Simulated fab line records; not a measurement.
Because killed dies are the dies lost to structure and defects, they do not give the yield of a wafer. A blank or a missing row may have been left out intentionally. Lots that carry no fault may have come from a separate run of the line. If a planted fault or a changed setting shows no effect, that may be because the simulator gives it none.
fab line records | flow sky130
[record] lots = 13 | wafers = 39 | last_day = 50
route steps=708 shown METAL4@629 VIA4@641 PAD_OPEN@708
lots that met no fault: from a run of the same line without faults
start_h: hours from the record's opening day to when the first of the lot's shown wafers began | wait_h: how many hours have passed since the lot's step before this one | " same as the row above | L1.1+2: several wafers, shown together as one row | - no value present, or no start provided | * or withheld: withheld | < > ~ a bound
route shown NAME@n: names a module that has steps shown in the file, with the first one's number in the route | usual: average and standard deviation across the fault-free wafers | same: alike in all rows | chamber/n: place in a boat | sites: per-site readings | _std_site: their standard deviation | _edge_site: mean of outer sites minus mean of inner sites | radius_mm: for every site, how far away it sits from the centre of the wafer | mask NAME#n: copy n | behind: the last tool/chamber to shape the wafer | hold: the reason the lot was held/the length of the hold in hours/how it ended | device: the transistor (n, p or np) that didn't switch | end of line: tests run on the same wafers once the route is complete | a step given without rows: its recipe and nothing more | killed: dies lost to structure and defects at the first sort, not the wafer's yield | map: a wafer's dies, x killed, . not, _ none there
set.NAME: the run value of the setting; set.NAME@STEP: its run value at that earlier step | model.NAME: the simulator's own value behind a step, which no gauge read
one table for each step of the route and one row for each wafer, over a sample of lots
services: when a tool's chamber went out of use (start_h, in hours from the record's first day, below 0 if earlier), for how many hours, and the reason
[[steps]]
[step SKY_METAL4_CD_MEAS_13]
[recipe] target_cd_nm = 300
[usual] cd_nm = 300.4/1.3
lot.wafer | tool      | chamber | start_h | wait_h | cd_nm
L608.2    | cd_sem-01 | -       | 981.36  | -      | 300.8
L608.3    | "         | -       | "       | "      | 301.0
L608.6    | "         | -       | "       | "      | 299.7
L607.1    | cd_sem-02 | -       | 985.56  | -      | 297.9
L607.3    | "         | -       | "       | "      | 299.4
L607.6    | "         | -       | "       | "      | 298.6
L609.1    | cd_sem-02 | -       | 994.16  | -      | 301.6
L609.3    | "         | -       | "       | "      | 301.1
L609.4    | "         | -       | "       | "      | 302.1
L611.2    | cd_sem-01 | -       | 1027.53 | -      | 299.1
L611.3    | "         | -       | "       | "      | 300.0
L611.5    | "         | -       | "       | "      | 299.4
L614.3    | cd_sem-02 | -       | 1028.18 | -      | 301.9
L614.4    | "         | -       | "       | "      | 302.0
L614.6    | "         | -       | "       | "      | 302.6
L612.3    | cd_sem-01 | -       | 1029.21 | -      | 300.2
L612.4    | "         | -       | "       | "      | 300.0
L612.6    | "         | -       | "       | "      | 300.8
L613.1    | cd_sem-01 | -       | 1029.59 | -      | 298.0
L613.4    | "         | -       | "       | "      | 299.1
L613.5    | "         | -       | "       | "      | 300.4
L615.2    | cd_sem-01 | -       | 1034.18 | -      | 301.9
L615.3    | "         | -       | "       | "      | 302.3
L615.5    | "         | -       | "       | "      | 300.8
L616.2    | cd_sem-01 | -       | 1040.88 | -      | 302.1
L616.5    | "         | -       | "       | "      | 301.7
L616.6    | "         | -       | "       | "      | 302.6
L617.1    | cd_sem-01 | -       | 1047.17 | -      | 299.1
L617.2    | "         | -       | "       | "      | 299.8
L617.5    | "         | -       | "       | "      | 299.8
L622.1    | cd_sem-01 | -       | 1078.01 | -      | 297.6
L622.4    | "         | -       | "       | "      | 298.2
L622.5    | "         | -       | "       | "      | 297.7
L626.1    | cd_sem-01 | -       | 1109.64 | -      | 301.6
L626.2    | "         | -       | "       | "      | 301.1
L626.6    | "         | -       | "       | "      | 301.5
L630.1    | cd_sem-01 | -       | 1123.14 | -      | 301.2
L630.3    | "         | -       | "       | "      | 299.8
L630.5    | "         | -       | "       | "      | 300.5
[step SKY_METAL4_OVL_MEAS_14]
[usual] METAL4_OVL = 2/4.2
lot.wafer | tool       | chamber | start_h | wait_h | METAL4_OVL[nm]
L608.2    | overlay-02 | -       | 981.46  | 0.1    | 3
L608.3    | "          | -       | "       | "      | -9
L608.6    | "          | -       | "       | "      | 0
L607.1    | overlay-02 | -       | 985.68  | 0.1    | 2
L607.3    | "          | -       | "       | "      | -1
L607.6    | "          | -       | "       | "      | -2
L609.1    | overlay-02 | -       | 994.28  | 0.1    | -5
L609.3    | "          | -       | "       | "      | -3
L609.4    | "          | -       | "       | "      | 2
L611.2    | overlay-01 | -       | 1027.66 | 0.1    | 1
L611.3    | "          | -       | "       | "      | 5
L611.5    | "          | -       | "       | "      | 3
L614.3    | overlay-01 | -       | 1028.28 | 0.1    | 0
L614.4    | "          | -       | "       | "      | 4
L614.6    | "          | -       | "       | "      | 4
L612.3    | overlay-02 | -       | 1029.30 | 0.1    | 14
L612.4    | "          | -       | "       | "      | 3
L612.6    | "          | -       | "       | "      | -3
L613.1    | overlay-02 | -       | 1029.71 | 0.1    | 7
L613.4    | "          | -       | "       | "      | 0
L613.5    | "          | -       | "       | "      | 2
L615.2    | overlay-02 | -       | 1034.29 | 0.1    | 11
L615.3    | "          | -       | "       | "      | 5
L615.5    | "          | -       | "       | "      | 13
L616.2    | overlay-01 | -       | 1040.99 | 0.1    | 7
L616.5    | "          | -       | "       | "      | 5
L616.6    | "          | -       | "       | "      | 8
L617.1    | overlay-02 | -       | 1047.29 | 0.1    | 1
L617.2    | "          | -       | "       | "      | -5
L617.5    | "          | -       | "       | "      | 2
L622.1    | overlay-02 | -       | 1078.13 | 0.1    | 4
L622.4    | "          | -       | "       | "      | 0
L622.5    | "          | -       | "       | "      | -2
L626.1    | overlay-02 | -       | 1109.76 | 0.1    | -6
L626.2    | "          | -       | "       | "      | -1
L626.6    | "          | -       | "       | "      | -5
L630.1    | overlay-02 | -       | 1123.26 | 0.1    | 6
L630.3    | "          | -       | "       | "      | 1
L630.5    | "          | -       | "       | "      | -2
[step SKY_VIA4_CMP_02]
[recipe] material = SiO2 | down_force_psi = 4 | platen_rpm = 60 | pad_velocity_m_s = 0.94248
[usual] motor_current_A = 11.8/0.9
lot.wafer | tool   | chamber | start_h | wait_h | motor_current_A
L608.3    | cmp-02 | 3       | 982.80  | 0.1    | 12.7
L608.2    | "      | 0       | "       | "      | 11.5
L608.6    | "      | 1       | "       | "      | 13.4
L607.1    | cmp-01 | 2       | 987.08  | 0.1    | 10.7
L607.3    | "      | 3       | "       | "      | 12.2
L607.6    | "      | 3       | "       | "      | 11.5
L609.3    | cmp-02 | 2       | 996.16  | 0.0    | 11.5
L609.4    | "      | 0       | "       | "      | 11.7
L609.1    | "      | 1       | "       | "      | 13.6
L611.3    | cmp-01 | 2       | 1028.89 | 0.0    | 10.9
L611.2    | "      | 1       | "       | "      | 10.7
L611.5    | "      | 3       | "       | "      | 11.8
L614.4    | cmp-01 | 3       | 1030.03 | 0.1    | 12.1
L614.3    | "      | 0       | "       | "      | 12.9
L614.6    | "      | 2       | "       | "      | 11.9
L612.4    | cmp-02 | 1       | 1030.55 | 0.1    | 14.0
L612.3    | "      | 3       | "       | "      | 12.0
L612.6    | "      | 0       | "       | "      | 12.0
L613.4    | cmp-02 | 1       | 1031.02 | 0.0    | 12.9
L613.1    | "      | 2       | "       | "      | 11.4
L613.5    | "      | 1       | "       | "      | 13.5
L615.3    | cmp-01 | 0       | 1036.06 | 0.1    | 13.4
L615.2    | "      | 1       | "       | "      | 10.4
L615.5    | "      | 2       | "       | "      | 11.5
L616.2    | cmp-01 | 0       | 1042.18 | 0.0    | 12.8
L616.6    | "      | 0       | "       | "      | 12.0
L616.5    | "      | 1       | "       | "      | 10.8
L617.1    | cmp-01 | 3       | 1048.58 | 0.1    | 12.0
L617.2    | "      | 1       | "       | "      | 10.8
L617.5    | "      | 3       | "       | "      | 12.3
L622.4    | cmp-01 | 1       | 1079.41 | 0.1    | 11.1
L622.1    | "      | 2       | "       | "      | 11.2
L622.5    | "      | 0       | "       | "      | 13.0
L626.1    | cmp-01 | 3       | 1111.08 | 0.1    | 11.9
L626.2    | "      | 0       | "       | "      | 12.4
L626.6    | "      | 2       | "       | "      | 11.5
L630.3    | cmp-01 | 0       | 1126.02 | 1.5    | 12.6
L630.1    | "      | 1       | "       | "      | 10.6
L630.5    | "      | 0       | "       | "      | 12.5
[step SKY_VIA4_CVD_18]
[recipe] material = W | target_thk_nm = 505 | time_s = 152.14 | temp_c = 400 | pressure_torr = 40
[usual] chamber_pressure_Torr = 39.99/0.087 | heater_power_w = 856/70
lot.wafer | tool     | chamber | start_h | wait_h | chamber_pressure_Torr | heater_power_w
L608.2    | cvd_w-01 | 0       | 1006.76 | 0.0    | 40.07                 | 749
L608.3    | "        | 0       | "       | "      | 39.91                 | 764
L608.6    | "        | 1       | "       | "      | 39.91                 | 959
L607.1    | cvd_w-02 | 0       | 1011.58 | 0.0    | 40.00                 | 821
L607.3    | "        | 1       | "       | "      | 40.08                 | 861
L607.6    | "        | 0       | "       | "      | 39.99                 | 805
L609.1    | cvd_w-01 | 0       | 1019.71 | 0.0    | 40.19                 | 762
L609.3    | "        | 0       | "       | "      | 39.92                 | 772
L609.4    | "        | 1       | "       | "      | 39.99                 | 957
L611.2    | cvd_w-01 | 0       | 1051.74 | 0.0    | 39.97                 | 766
L611.3    | "        | 1       | "       | "      | 40.00                 | 954
L611.5    | "        | 0       | "       | "      | 40.01                 | 771
L614.3    | cvd_w-02 | 0       | 1052.51 | 0.1    | 39.95                 | 821
L614.4    | "        | 1       | "       | "      | 39.89                 | 882
L614.6    | "        | 0       | "       | "      | 40.01                 | 828
L612.3    | cvd_w-02 | 1       | 1053.62 | 0.1    | 40.06                 | 886
L612.4    | "        | 0       | "       | "      | 39.92                 | 818
L612.6    | "        | 0       | "       | "      | 39.90                 | 799
L613.1    | cvd_w-01 | 0       | 1053.76 | 0.0    | 40.01                 | 774
L613.4    | "        | 1       | "       | "      | 40.04                 | 968
L613.5    | "        | 1       | "       | "      | 39.96                 | 944
L615.2    | cvd_w-01 | 1       | 1057.26 | 0.0    | 39.86                 | 956
L615.3    | "        | 0       | "       | "      | 39.92                 | 768
L615.5    | "        | 1       | "       | "      | 39.96                 | 967
L616.2    | cvd_w-01 | 1       | 1063.88 | 0.0    | 40.08                 | 937
L616.5    | "        | 0       | "       | "      | 40.06                 | 766
L616.6    | "        | 1       | "       | "      | 39.89                 | 968
L617.1    | cvd_w-02 | 0       | 1071.29 | 0.0    | 39.93                 | 815
L617.2    | "        | 1       | "       | "      | 40.01                 | 892
L617.5    | "        | 1       | "       | "      | 40.01                 | 876
L622.1    | cvd_w-01 | 0       | 1100.85 | 0.0    | 38.43                 | 766
L622.4    | "        | 0       | "       | "      | 38.28                 | 773
L622.5    | "        | 0       | "       | "      | 38.38                 | 789
L626.1    | cvd_w-01 | 1       | 1129.72 | 0.0    | 39.99                 | 941
L626.2    | "        | 0       | "       | "      | 38.66                 | 772
L626.6    | "        | 1       | "       | "      | 39.88                 | 977
L630.1    | cvd_w-02 | 1       | 1145.90 | 0.0    | 40.00                 | 904
L630.3    | "        | 1       | "       | "      | 39.95                 | 886
L630.5    | "        | 1       | "       | "      | 39.80                 | 887
[step SKY_PAD_OPEN_PROBE_99]
[usual] defect_limited_yield = 82.4/2.2 | killed_at_M0_to_M3 = 44/6.8 | killed_at_M4_up = 3.1/1.9 | killed_at_contacts = 25/5.9 | killed_at_front_end = 15/4.3 | killed_at_other = 0.2/0.51 | killed_dies = 87/11 | killed_open = 47/7.9 | killed_short = 39/6.4 | sort_bin_3_pad_short = 0.9/0.44 | sort_bin_5_function = 10.3/1.5 | sort_bin_6_memory = 6.4/1.4 | sort_n_pass = 405/11 | sort_yield_pct = 82.4/2.2
[same] gross_dies = 492 | killed_at_back_side = 0 | sort_bin_4_leakage[%] = 0 | sort_bin_8_speed[%] = 0
lot.wafer | tool      | chamber | start_h | wait_h | defect_limited_yield[%] | killed_at_M0_to_M3 | killed_at_M4_up | killed_at_contacts | killed_at_front_end | killed_at_other | killed_dies | killed_open | killed_short | sort_bin_3_pad_short[%] | sort_bin_5_function[%] | sort_bin_6_memory[%] | sort_n_pass | sort_yield_pct[%]
L608.2    | prober-01 | -       | 1077.28 | 0.1    | 80.3                    | 47                 | 2               | 35                 | 13                  | 0               | 97          | 51          | 46           | 1.8                     | 11.8                   | 6.1                  | 395         | 80.3
L608.3    | prober-01 | -       | 1077.33 | 0.2    | 80.9                    | 47                 | 3               | 25                 | 19                  | 0               | 94          | 46          | 48           | 1.6                     | 10.6                   | 6.9                  | 398         | 80.9
L608.6    | prober-01 | -       | 1077.48 | 0.2    | 81.5                    | 44                 | 1               | 31                 | 15                  | 0               | 91          | 58          | 33           | 1.2                     | 10.4                   | 6.9                  | 401         | 81.5
L613.1    | prober-02 | -       | 1121.94 | 0.1    | 79.5                    | 44                 | 6               | 30                 | 20                  | 1               | 101         | 46          | 55           | 0.8                     | 11.6                   | 8.1                  | 391         | 79.5
L613.4    | prober-02 | -       | 1122.09 | 0.2    | 79.7                    | 42                 | 8               | 31                 | 19                  | 0               | 100         | 51          | 49           | 1.0                     | 13.2                   | 6.1                  | 392         | 79.7
L613.5    | prober-02 | -       | 1122.14 | 0.2    | 78.3                    | 60                 | 4               | 26                 | 16                  | 1               | 107         | 54          | 53           | 1.0                     | 12.8                   | 7.9                  | 385         | 78.3
L617.1    | prober-01 | -       | 1134.53 | 0.1    | 78.7                    | 46                 | 2               | 33                 | 24                  | 0               | 105         | 51          | 54           | 1.6                     | 12.4                   | 7.3                  | 387         | 78.7
L617.2    | prober-01 | -       | 1134.58 | 0.1    | 85.6                    | 38                 | 4               | 15                 | 14                  | 0               | 71          | 45          | 26           | 0.4                     | 9.1                    | 4.9                  | 421         | 85.6
L617.5    | prober-01 | -       | 1134.73 | 0.2    | 85.6                    | 39                 | 0               | 17                 | 14                  | 1               | 71          | 38          | 33           | 0                       | 10.0                   | 4.5                  | 421         | 85.6
// killed by level:class
L608.2 CONTACT:geometric_particle:open=11 LI_CONTACT:geometric_particle:open=9 VIA3:geometric_particle:open=8 METAL2:geometric_particle:short=7 CONTACT:geometric_particle:short=6 VIA1:geometric_particle:open=6 VIA2:geometric_particle:open=6 POLY_GATE:geometric_particle:short=5
L608.3 CONTACT:geometric_particle:open=10 VIA1:geometric_particle:short=8 VIA1:geometric_particle:open=8 VIA2:geometric_particle:open=7 POLY_GATE:geometric_particle:short=7 VIA3:geometric_particle:open=6 VIA3:geometric_particle:short=6 POLY_GATE:geometric_particle:open=4
L608.6 VIA1:geometric_particle:open=13 CONTACT:geometric_particle:open=13 VIA3:geometric_particle:open=8 CONTACT:geometric_particle:short=7 VIA1:geometric_particle:short=7 LI_CONTACT:geometric_particle:open=6 FIELD_ISO:geometric_particle:open=5 VIA2:geometric_particle:open=5
L613.1 CONTACT:geometric_particle:open=9 LI_CONTACT:geometric_particle:open=8 VIA1:geometric_particle:open=8 METAL2:geometric_particle:short=7 VIA2:geometric_particle:open=7 METAL1:geometric_particle:short=6 FIELD_ISO:geometric_particle:short=5 POLY_GATE:geometric_particle:open=5
L613.4 METAL1:geometric_particle:short=10 LI_CONTACT:geometric_particle:open=10 CONTACT:geometric_particle:open=9 POLY_GATE:geometric_particle:open=6 VIA3:geometric_particle:open=6 LI_CONTACT:geometric_particle:short=5 VIA1:geometric_particle:short=5 METAL4:geometric_particle:short=5
L613.5 CONTACT:geometric_particle:open=14 METAL1:geometric_particle:short=10 VIA1:geometric_particle:open=10 METAL2:geometric_particle:short=9 VIA2:geometric_particle:open=8 VIA3:geometric_particle:short=6 LOCAL_INTERCONNECT:geometric_particle:short=5 VIA3:geometric_particle:open=5
L617.1 CONTACT:geometric_particle:short=10 VIA1:geometric_particle:open=10 CONTACT:geometric_particle:open=9 METAL2:geometric_particle:short=9 VIA3:geometric_particle:open=8 FIELD_ISO:geometric_particle:short=7 VIA1:geometric_particle:short=6 LI_CONTACT:geometric_particle:open=5
L617.2 VIA1:geometric_particle:open=13 CONTACT:geometric_particle:open=10 FIELD_ISO:geometric_particle:short=6 VIA1:geometric_particle:short=5 VIA2:geometric_particle:short=4 VIA3:geometric_particle:open=4 POLY_GATE:geometric_particle:open=3 LI_CONTACT:geometric_particle:open=3
L617.5 VIA1:geometric_particle:open=13 METAL2:geometric_particle:short=6 FIELD_ISO:geometric_particle:open=5 LOCAL_INTERCONNECT:geometric_particle:short=5 CONTACT:geometric_particle:short=5 VIA2:geometric_particle:open=5 POLY_GATE:geometric_particle:open=4 LI_CONTACT:geometric_particle:open=4
[[services]]
tool     | chamber | start_h | hours | kind
cvd_w-02 | -       | 998.87  | 2.8   | pm
cmp-02   | -       | 1002.14 | 4.5   | pm
cmp-01   | -       | 1011.51 | 0.2   | repair
cvd_w-02 | 1       | 1032.00 | 2.6   | repair
cmp-01   | -       | 1049.72 | 2.0   | repair
cmp-01   | -       | 1069.11 | 0.9   | repair
cmp-02   | -       | 1084.03 | 4.0   | pm
cmp-02   | -       | 1088.03 | -     | consumable_replace:conditioner
cmp-02   | -       | 1088.03 | -     | consumable_replace:pad
cvd_w-01 | -       | 1106.20 | 1.4   | repair
cmp-01   | -       | 1113.71 | 10.5  | pm
cmp-01   | -       | 1132.57 | 0.8   | repair
cvd_w-02 | 0       | 1144.90 | 7.1   | repair
[[key]]
[first_sign] step = SKY_VIA4_CVD_18 | reading = chamber_pressure_Torr | direction = down | sigmas = 18 | usual = 39.99 | struck = 38.44
effect none on later readings
met_at SKY_VIA4_CVD_18
struck_lots L622,L626
struck_wafers L622.1,L622.4,L622.5,L626.2
not_acting_at SKY_METAL4_CD_MEAS_13,SKY_METAL4_OVL_MEAS_14,SKY_VIA4_CMP_02
onset_between 1063.88 1100.85
[fault] kind = process_parameter_drift | tool = cvd_w-01 | chamber = 0 | onset_h = 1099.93 | steps = SKY_VIA4_CVD_18 | channel = pressure_torr | offset = -1.552 | shape = step | end_h = 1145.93 | acts_in = these_recipes_only | stated = 40
